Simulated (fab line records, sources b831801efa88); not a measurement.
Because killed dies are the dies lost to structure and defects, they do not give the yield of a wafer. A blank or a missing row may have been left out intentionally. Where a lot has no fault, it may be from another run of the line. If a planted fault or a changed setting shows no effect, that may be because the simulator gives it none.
Matching of chambers | flow sky130 | 4 sister chambers for SKY_VIA4_CMP_21 on cmp-01
The step polishes, stops on SiO2, t overpolish 25 s, target thk 0 nm. 14 wafers are shown with their chamber, then 7 later ones without.

WAFERS PAIRED WITH THEIR CHAMBERS
wafer  | chamber | timeToEndpointS (s) | motorCurrentA (A) | retainingRingPressureFrac
L743.3 | 0       | 119                 | 10.7              | 1.001
L743.4 | 3       | 120                 | 11.1              | 0.989
L743.6 | 0       | 119                 | 10.7              | 1.006
L744.3 | 0       | 121                 | 10.8              | 0.993
L744.5 | 1       | 124                 | 12.4              | 0.998
L744.6 | 0       | 123                 | 10.6              | 1.000
L746.2 | 1       | 127                 | 11.1              | 1.008
L746.5 | 1       | 126                 | 11.3              | 1.001
L746.6 | 2       | 116                 | 10.8              | 1.008
L745.1 | 1       | 121                 | 11.6              | 1.004
L745.2 | 3       | 122                 | 11.2              | 1.005
L745.3 | 0       | 124                 | 10.2              | 0.996
L747.1 | 3       | 123                 | 11.0              | 1.002
L747.2 | 0       | 120                 | 10.1              | 0.999

SIGNATURES (means of the wafers above)
reading                   | chamber 0 | chamber 1 | chamber 2 | chamber 3 | scatter within a chamber
timeToEndpointS           | 121.00    | 124.50    | 116.00    | 121.67    | 2.18
motorCurrentA             | 10.517    | 11.600    | 10.800    | 11.100    | 0.378
retainingRingPressureFrac | 0.99917   | 1.00275   | 1.00800   | 0.99867   | 0.00546
Rule: a wafer's distance from a chamber is the root of the sum, over the readings, of the square of ((its reading less the chamber's mean) divided by the reading's scatter). If the next closest chamber is less than 2 further off than the closest, the wafer can't be placed; otherwise it belongs to the closest. How the scatter is found: for the shown wafers, subtract from each reading the mean of its chamber, square and add these, divide the total by (wafers less chambers), then take the root.

WAFERS MISSING THEIR CHAMBER
wafer  | timeToEndpointS (s) | motorCurrentA (A) | retainingRingPressureFrac
L747.4 | 124                 | 11.1              | 1.000
L749.2 | 118                 | 10.5              | 1.006
L749.4 | 121                 | 12.0              | 0.997
L749.6 | 124                 | 11.0              | 1.008
L755.1 | 123                 | 10.7              | 0.995
L755.3 | 117                 | 9.7               | 1.004
L755.5 | 119                 | 10.3              | 0.995

WHICH CHAMBER EACH WENT THROUGH
wafer  | from the rows above               | in truth
L747.4 | can't be placed: 3 or 1 or 0      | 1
L749.2 | can't be placed: 2 or 0 or 3      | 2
L749.4 | can't be placed: 1 or 3 or 0      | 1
L749.6 | can't be placed: 1 or 3 or 0 or 2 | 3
L755.1 | can't be placed: 0 or 3 or 1      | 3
L755.3 | can't be placed: 0 or 2 or 3      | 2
L755.5 | can't be placed: 0 or 3 or 2      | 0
Correct placement for 0 of the 7. Not placeable from these rows: 7 (in 7, the candidates include the true chamber). 0 placed wrongly.
